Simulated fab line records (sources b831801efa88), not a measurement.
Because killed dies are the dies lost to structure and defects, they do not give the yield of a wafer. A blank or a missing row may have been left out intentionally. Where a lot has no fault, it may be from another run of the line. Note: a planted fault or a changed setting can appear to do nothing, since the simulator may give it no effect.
A lot that was struck, set against a sound lot :: flow gf180mcu :: 23 out of 602 route steps
Sound: these wafers, L481.2, L481.3, L481.5. The struck wafers were L475.1, L475.2, L475.5. Last of all comes the cause.
Per side, at each step with rows, come the tool, then ch with its chambers, and then its first start. Under that, the readings that differ: sound wafers :: struck wafers :: difference of the means :: sigmas: that difference in standard deviations of wafers without a fault.
alike: a reading whose means differ by less than 2 such deviations, as well as words and numbers matching on both sides. not compared: withheld readings; readings where some wafer has no value; bounds like >300 that might hide an equal value; numbers whose values overlap and for which the record gives no deviation.
The two part at a step that has a row with sigmas, a row that says differs or no value, or rows on one side only. Non-overlapping numbers with no deviation appear without sigmas and do not part them. A reading that every wafer of one side lacks parts them only if that side has two wafers or more.

first, 5 steps without rows for these wafers: GF_MVSD_COAT_02 (resist thk 3000 nm); GF_MVSD_SOFTBAKE_03; GF_MVSD_EXPOSE_04 (exposes mask MVSD, target cd 1000 nm); GF_MVSD_PEB_05; GF_MVSD_DEVELOP_06 (develop time 60 s).
GF_MVSD_OVL_MEAS_07:
  sound: overlay-02 at day 7 11:05; struck: overlay-02 at day 5 21:33
  alike: MVSD_OVL
then, 2 steps without rows for these wafers: GF_MVSD_IMPLANT_08; GF_MVSD_IMPLANT_09.
GF_MVSD_STRIP_10: strips in O2/N2.
  sound on plasma-asher-04 ch 0,1, day 7 11:25; struck on plasma-asher-01 ch 0,1, day 5 21:53
reading: heater-power-w (W)
sound: 388 420 416
struck: 387 309 316
difference: -71
sigmas: -2
  alike: drypump-motor-current-A, oes-product-au, strip-time-to-endpoint-s
  not compared: rf-hours-counter-h
GF_MVSD_TW_MEAS_11:
  sound: film-metro-01 at day 7 11:32; struck: film-metro-04 at day 5 21:59
reading: MVSD_TW
sound: 1577 1589 1584
struck: 1547 1562 1560
difference: -27
sigmas: -2
then, 2 steps without rows for these wafers: GF_MVPSD_DEHYDRATE_00 (time 60 s); GF_MVPSD_HMDS_01 (prime time 60 s).
GF_MVPSD_COAT_02: resist thk 3000 nm.
  sound on litho-track-04 ch 0, day 7 19:11; struck on litho-track-03 ch 0, day 6 05:33
reading: model.coat_of_MVPSD_COAT_02.thk-nm (nm)
sound: 3003 3002 3007
struck: 1446 1444 1446
difference: -1559
sigmas: 
  alike: resist-line-temp-C
then, 3 steps without rows for these wafers: GF_MVPSD_SOFTBAKE_03; GF_MVPSD_EXPOSE_04 (exposes mask MVPSD, target cd 1000 nm); GF_MVPSD_PEB_05.
GF_MVPSD_DEVELOP_06: develop time 60 s.
  sound on litho-track-03 ch 0; struck on litho-track-03 ch 0
reading: model.coat_of_MVPSD_COAT_02.thk-nm (nm)
sound: 3002 3001 3006
struck: 1445 1443 1445
difference: -1559
sigmas: 
  alike: resist-line-temp-C
GF_MVPSD_OVL_MEAS_07:
  sound: overlay-02 at day 8 03:36; struck: overlay-02 at day 6 12:57
  alike: MVPSD_OVL
then, 2 steps without rows for these wafers: GF_MVPSD_IMPLANT_08; GF_MVPSD_IMPLANT_09.
GF_MVPSD_STRIP_10: strips in O2/N2.
  sound on plasma-asher-02 ch 0,1, day 8 03:56; struck on plasma-asher-01 ch 0,1, day 6 13:17
reading: oes-product-au (a.u.)
sound: 0.724 0.724 0.721
struck: 0.708 0.712 0.712
difference: -0.012
sigmas: -3

reading: strip-time-to-endpoint-s (s)
sound: 36.97 36.97 37.02
struck: 18.84 18.82 18.83
difference: -18.16
sigmas: -99 or more
  alike: drypump-motor-current-A, heater-power-w
  not compared: rf-hours-counter-h
GF_MVPSD_TW_MEAS_11:
  sound: film-metro-03 at day 8 04:02; struck: film-metro-04 at day 6 13:23
  alike: MVPSD_TW
-- the record jumps here: 25 days lie between the struck wafers' starts before and after (it left off in module MVPSD and takes up again in module PASSIVATION, whose first step shown is number 602 of the route) --
GF_PASSIVATION_PROBE_99:
  sound: prober-01 at day 32 17:52; struck: prober-01 at day 31 04:57
reading: hold
sound: - - -
struck: await-dispo/2.4h/release await-dispo/2.4h/release await-dispo/2.4h/release
difference: no value on the sound wafers
sigmas: 

reading: model.etest.ldpmos_10p0.r-on-ohm-um
sound: 1.132e+04 1.128e+04 1.147e+04
struck: 1.052e+04 1.053e+04 1.069e+04
difference: -7.767e+02
sigmas: 

reading: model.etest.ldpmos_10p0.drive-ua-um
sound: 255.8 258.2 252.3
struck: 277.1 275.8 277.9
difference: +21.5
sigmas: 

== WHERE THEY PART ==
Earliest at GF_MVSD_STRIP_10; latest, in this record, at GF_PASSIVATION_PROBE_99.

WHY: the cause the simulator had injected
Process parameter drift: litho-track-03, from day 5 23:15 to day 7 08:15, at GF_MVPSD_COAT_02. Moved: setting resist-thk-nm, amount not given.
